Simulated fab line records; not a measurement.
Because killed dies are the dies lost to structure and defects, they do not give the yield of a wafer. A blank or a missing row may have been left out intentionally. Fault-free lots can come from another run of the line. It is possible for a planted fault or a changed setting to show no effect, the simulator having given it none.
A lot that was struck, set against a sound lot / flow sky130 / 18 steps out of a route of 708
Sound: the wafers L772.3, L772.4, L772.5. Wafers struck: L777.1, L777.3, L777.4. The cause is named last.
For every step that has rows: the tool of each side, followed by ch and its chambers, followed by its first start. Under that, the readings that differ: sound wafers / struck wafers / difference of the means / sigmas: that difference in standard deviations of wafers without a fault.
alike: readings whose means differ by less than 2 such deviations, and words and numbers that are the same on both sides. not compared: withheld readings, readings that some wafer has no value for, bounds like >300 that may hide the same value, and numbers for which the record gives no deviation and whose values overlap.
Wherever a step has rows on one side only, a row that says differs or no value, or a row with sigmas, the two part there. Non-overlapping numbers with no deviation appear without sigmas and do not part them. A reading that every wafer of one side lacks parts them only if that side has two wafers or more.

first, 3 steps without rows for these wafers: SKY_LI_CONTACT_EXPOSE_09 (exposes mask LICM1, target cd 170 nm); SKY_LI_CONTACT_PEB_10; SKY_LI_CONTACT_DEVELOP_11 (develop time 60 s).
SKY_LI_CONTACT_CD_MEAS_12: target cd 170 nm.
  sound on cd sem-01, day 30 04:21; struck on cd sem-02, day 32 03:34
  alike: cd nm
SKY_LI_CONTACT_OVL_MEAS_13:
  sound on overlay-01, day 30 04:26; struck on overlay-01, day 32 03:41
  alike: LI_CONTACT_OVL
SKY_LI_CONTACT_ETCH_14: etches BARC in N2/H2, stops on SiO2, time 45.9 s, target depth 60 nm.
  sound on rie diel-04 ch 1,3, day 30 04:28; struck on rie diel-03 ch 1,2,3, day 32 03:43
  alike: drypump motor current A, oes product au, throttle valve pct
  not compared: rf hours counter h
then, 1 step without rows for these wafers: SKY_LI_CONTACT_ETCH_15 (etches PSG in C4F8/O2/Ar, stops on Si, target depth 600 nm).
SKY_LI_CONTACT_STRIP_16: strips in O2/N2.
  sound on plasma asher-04 ch 0,1, day 30 04:37; struck on plasma asher-01 ch 0,1, day 32 03:50
  alike: drypump motor current A, oes product au, strip time to endpoint s
  not compared: rf hours counter h
then, 2 steps without rows for these wafers: SKY_LI_CONTACT_CLEAN_17 (cleans in NMP, time 600 s); SKY_LI_CONTACT_PRE_CLEAN_18 (time 5.6 s).
SKY_LI_CONTACT_SPUTTER_19: material Ti, target thk 20 nm, time 106.37 s.
  sound on pvd sputter-01, day 30 04:53; struck on pvd sputter-03, day 32 04:08
  alike: throttle valve pct
SKY_LI_CONTACT_SPUTTER_20: material TiN, target thk 20 nm, time 80 s.
  sound on pvd sputter-01, day 30 04:58; struck on pvd sputter-03, day 32 04:13
  alike: throttle valve pct
SKY_LI_CONTACT_CVD_21: deposits W, target thk 400 nm, time 120.56 s.
  sound on cvd w-02 ch 0,1, day 30 05:04; struck on cvd w-01 ch 0,1, day 32 04:16
reading=model.W_of_LI_CONTACT_CVD_21.thk nm (nm); sound=404.6 394 403.3; struck=499.6 499.7 501.6; difference=+99.7; sigmas=
  alike: heater power w
SKY_LI_CONTACT_RS_MEAS_22: a four-point-probe measurement.
  sound on film metro-02, day 30 05:11; struck on film metro-02, day 32 04:24
reading=LI_CONTACT_W_RS (ohm/sq); sound=0.2816 0.2896 0.2828; struck=0.2279 0.2278 0.2268; difference=-0.0572; sigmas=-26
SKY_LI_CONTACT_THK_MEAS_23: measures by xrf.
  sound on film metro-02, day 30 05:17; struck on film metro-02, day 32 04:31
reading=LI_CONTACT_W_THK (nm); sound=381 376 382; struck=466 465 472; difference=+88; sigmas=+16
SKY_LI_CONTACT_CMP_24: polishes, stops on PSG, t overpolish 20 s, target thk 0 nm.
  sound on cmp-02 ch 0,1, day 30 05:20; struck on cmp-02 ch 0,2,3, day 32 04:53
reading=time to endpoint s (s); sound=97 94 96; struck=123 120 122; difference=+26; sigmas=+8
  alike: motor current A, retaining ring pressure frac
SKY_LOCAL_INTERCONNECT_SPUTTER_00: material TiN, target thk 100 nm, time 83.3 s.
  sound on pvd sputter-04, day 30 05:38; struck on pvd sputter-04, day 32 05:11
  alike: throttle valve pct
-- a jump in the record: the struck wafers' starts before and after are 16 days apart (it breaks off in module LOCAL_INTERCONNECT and resumes in module PAD_OPEN, where the first step shown is number 708 of the route) --
SKY_PAD_OPEN_PROBE_99:
  sound on prober-02, day 46 13:29; struck on prober-02, day 48 02:40
  alike: killed_at_M0_to_M3, killed_at_M4_up, killed at contacts, killed at front end, killed at other, killed dies, killed on rim, killed open, killed short

WHERE THEY PART
At SKY_LI_CONTACT_RS_MEAS_22 first; at SKY_LI_CONTACT_CMP_24 last (within this record only). Later steps at which nothing parts them and some readings are alike: SKY_LOCAL_INTERCONNECT_SPUTTER_00, SKY_PAD_OPEN_PROBE_99.

WHY: what had been put in by the simulator
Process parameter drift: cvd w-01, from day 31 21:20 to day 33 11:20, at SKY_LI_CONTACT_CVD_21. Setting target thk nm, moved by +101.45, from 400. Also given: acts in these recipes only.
